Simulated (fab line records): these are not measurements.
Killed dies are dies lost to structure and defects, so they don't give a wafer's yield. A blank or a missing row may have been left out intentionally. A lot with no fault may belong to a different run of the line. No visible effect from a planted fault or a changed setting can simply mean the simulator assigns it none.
The same fault as seen by 2 desks | flow gf180mcu | what lay behind the numbers comes last; until then each desk has only its own

METROLOGY DESK
What the gauges read, lot by lot, whatever tool the lot ran on: means of the sampled wafers that have a number. Marked OUT: a lot whose mean sits more than 4 standard deviations from the usual mean, which makes it out of limits; the brackets give that distance.
Columns: A = PASSIVATION_BOW at GF_PASSIVATION_BOW_MEAS_14, usual 135 um
lot  | first seen here | A
L249 | day 29 19:14    | 145
L251 | day 30 03:56    | 138
L252 | day 30 14:28    | 144
L253 | day 30 20:02    | 131
L254 | day 31 06:40    | 132
L256 | day 31 12:46    | 148
L258 | day 31 22:40    | 144
L260 | day 32 20:50    | 141
L261 | day 33 00:38    | 126
L262 | day 33 04:49    | 126
L264 | day 33 13:46    | 143
L269 | day 34 16:58    | 134
This desk's verdict: no lot among the 12 shows anything out of limits.

AT THE TOOL OWNER'S DESK: plasma-asher-04
The tool's own readings at GF_MVSD_STRIP_10 (strips in O2/N2): means of the sampled wafers that have a number, for each lot that ran on this tool. Marked OUT: a lot whose mean sits more than 4 standard deviations from the usual mean, which makes it out of limits; the brackets give that distance.
Columns: A = drypump-motor-current-A at GF_MVSD_STRIP_10, usual 5.8 A; B = heater-power-w at GF_MVSD_STRIP_10, usual 337 W; C = oes-product-au at GF_MVSD_STRIP_10, usual 0.722 a.u.; D = platen-temp-c at GF_MVSD_STRIP_10, usual 249.95 C; E = strip-time-to-endpoint-s at GF_MVSD_STRIP_10, usual 36.96 s
lot  | first seen here | A   | B   | C     | D      | E
L253 | day 5 12:31     | 5.9 | 337 | 0.718 | 249.97 | 36.84
L254 | day 5 16:02     | 5.8 | 328 | 0.719 | 249.89 | 37.04
L256 | day 6 06:04     | 5.9 | 335 | 0.722 | 249.96 | 36.93
L260 | day 7 04:56     | 5.8 | 331 | 0.723 | 250.09 | 37.17
L261 | day 7 11:41     | 5.8 | 327 | 0.725 | 249.72 | 37.05
L264 | day 8 05:11     | 5.8 | 329 | 0.718 | 249.86 | 36.81
L269 | day 9 07:46     | 5.8 | 329 | 0.720 | 250.01 | 37.05
This desk's verdict: no lot among the 7 shows anything out of limits.

ALL TOGETHER
From the metrology desk's view, nothing was out of limits.
Nothing out of limits was seen by the tool owner's desk.

WHAT THE SIMULATOR HAD INSERTED
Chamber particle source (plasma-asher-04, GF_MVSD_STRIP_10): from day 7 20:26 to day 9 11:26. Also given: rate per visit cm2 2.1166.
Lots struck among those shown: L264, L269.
